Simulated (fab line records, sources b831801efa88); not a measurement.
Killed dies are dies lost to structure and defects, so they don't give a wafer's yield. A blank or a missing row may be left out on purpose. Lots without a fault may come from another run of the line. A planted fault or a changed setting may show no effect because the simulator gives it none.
A struck lot beside a sound one | flow sky130 | 25 steps out of a route of 708
Sound: wafers L633.4, L633.5, L633.6. Struck: wafers L630.3, L630.5, L630.6. The cause comes at the end.
At each step with rows: each side's tool, then ch and its chambers, then its first start. Under that, the readings that differ: sound wafers | struck wafers | difference of the means | sigmas: that difference in standard deviations of wafers without a fault.
alike: readings whose means differ by less than 2 such deviations, and words and numbers that are the same on both sides. not compared: withheld readings, readings that some wafer has no value for, bounds like >300 that may hide the same value, and numbers for which the record gives no deviation and whose values overlap.
The two part at a step that has a row with sigmas, a row that says differs or no value, or rows on one side only. Numbers that don't overlap but have no deviation are shown without sigmas and don't part them. A reading that every wafer of one side lacks parts them only if that side has two wafers or more.

SKY_VIA1_THK_MEAS_23: measures by xrf.
  sound on film_metro-02, day 40 04:52; struck on film_metro-01, day 39 16:43
  alike: VIA1_W_THK
then, 1 step without rows for these wafers: SKY_VIA1_CMP_24 (polishes, stops on SiO2, t overpolish 15 s, target thk 0 nm).
SKY_METAL2_SPUTTER_00: material Ti, target thk 15 nm, time 10 s.
  sound on pvd_sputter-02, day 40 05:12; struck on pvd_sputter-01, day 39 17:04
  alike: throttle_valve_pct
SKY_METAL2_SPUTTER_01: material TiN, target thk 20 nm, time 16.7 s.
  sound on pvd_sputter-02, day 40 05:13; struck on pvd_sputter-01, day 39 17:05
  alike: throttle_valve_pct
SKY_METAL2_SPUTTER_02: material AlCu, target thk 250 nm, time 13.3 s.
  sound on pvd_sputter-02, day 40 05:14; struck on pvd_sputter-01, day 39 17:07
  alike: throttle_valve_pct
then, 1 step without rows for these wafers: SKY_METAL2_SPUTTER_03 (material Ti, target thk 5 nm, time 3.3 s).
SKY_METAL2_SPUTTER_04: material TiN, target thk 70 nm, time 58.3 s.
  sound on pvd_sputter-02, day 40 05:17; struck on pvd_sputter-01, day 39 17:09
  alike: throttle_valve_pct
SKY_METAL2_RS_MEAS_05: measures by four-point-probe.
  sound on film_metro-02, day 40 05:24; struck on film_metro-04, day 39 17:14
  alike: METAL2_ALCU_RS
SKY_METAL2_THK_MEAS_06: measures by xrf.
  sound on film_metro-02, day 40 05:29; struck on film_metro-04, day 39 17:20
  reading              | sound             | struck            | difference | sigmas
  METAL2_ALCU_THK (nm) | 255.1 255.4 251.5 | 247.0 248.2 245.1 | -7.2       | -2
then, 3 steps without rows for these wafers: SKY_METAL2_DEHYDRATE_07 (time 60 s); SKY_METAL2_HMDS_08 (prime time 60 s); SKY_METAL2_COAT_09 (resist thk 60 nm).
SKY_METAL2_COAT_10: resist thk 450 nm.
  sound on litho_track-03 ch 0, day 40 17:00; struck on litho_track-04 ch 0, day 40 05:00
  reading                                       | sound                | struck               | difference | sigmas
  spin_speed_rpm (rpm)                          | 2998.5 2999.5 2998.7 | 2579.1 2575.1 2579.5 | -421.0     | -99 or more
  model.KrF-thick_of_METAL2_COAT_10.thk_nm (nm) | 448.4 447.5 449.7    | 485.8 485.5 485      | +36.9      |
  alike: resist_line_temp_C
then, 4 steps without rows for these wafers: SKY_METAL2_SOFTBAKE_11 (time 91.89 s); SKY_METAL2_EXPOSE_12 (exposes mask MM2, target cd 140 nm); SKY_METAL2_PEB_13; SKY_METAL2_DEVELOP_14 (develop time 60 s).
SKY_METAL2_CD_MEAS_15: target cd 140 nm.
  sound on cd_sem-02, day 41 05:43; struck on cd_sem-02, day 40 18:20
  alike: cd_nm
SKY_METAL2_OVL_MEAS_16:
  sound on overlay-02, day 41 05:47; struck on overlay-01, day 40 18:25
  alike: METAL2_OVL
SKY_METAL2_DESCUM_17: chemistry O2, time 8 s.
  sound on rie_metal-01 ch 0,1, day 41 05:49; struck on rie_metal-04 ch 0,1, day 40 18:28
  reading               | sound             | struck            | difference | sigmas
  oes_product_au (a.u.) | 0.986 0.975 0.980 | 1.009 1.013 1.024 | +0.035     | +3
  alike: drypump_motor_current_A
  not compared: rf_hours_counter_h
then, 1 step without rows for these wafers: SKY_METAL2_ETCH_18 (etches BARC in N2/H2, stops on SiO2, time 45.9 s, target depth 60 nm).
SKY_METAL2_METAL_ETCH_19: etches the open film in Cl2/BCl3, stops on SiO2, target depth 360 nm, time 78 s.
  sound on rie_metal-01 ch 0,1, day 41 05:56; struck on rie_metal-04 ch 0,1, day 40 18:34
  reading                                       | sound             | struck            | difference | sigmas
  model.KrF-thick_of_METAL2_COAT_10.thk_nm (nm) | 163.6 164.2 160.2 | 190.2 190.7 186.8 | +26.6      |
  alike: bcl3_flow_sccm, drypump_motor_current_A, oes_product_au, throttle_valve_pct
  not compared: rf_hours_counter_h
SKY_METAL2_STRIP_20: strips in O2/N2.
  sound on plasma_asher-04 ch 0,1, day 41 06:01; struck on plasma_asher-02 ch 0,1, day 40 18:40
  reading                      | sound             | struck            | difference | sigmas
  oes_product_au (a.u.)        | 0.343 0.350 0.341 | 0.362 0.352 0.355 | +0.012     | +2
  strip_time_to_endpoint_s (s) | 2.76 2.76 2.71    | 3.05 3.04 3.00    | +0.29      | +5
  alike: drypump_motor_current_A
  not compared: rf_hours_counter_h
then, 2 steps without rows for these wafers: SKY_METAL2_STRIP_21 (strips in post etch residue remover, time 1200 s); SKY_PAD_OPEN_PROBE_99.

WHERE THEY PART
First at SKY_METAL2_THK_MEAS_06; last, within this record, at SKY_METAL2_STRIP_20.

WHY: what the simulator had put in
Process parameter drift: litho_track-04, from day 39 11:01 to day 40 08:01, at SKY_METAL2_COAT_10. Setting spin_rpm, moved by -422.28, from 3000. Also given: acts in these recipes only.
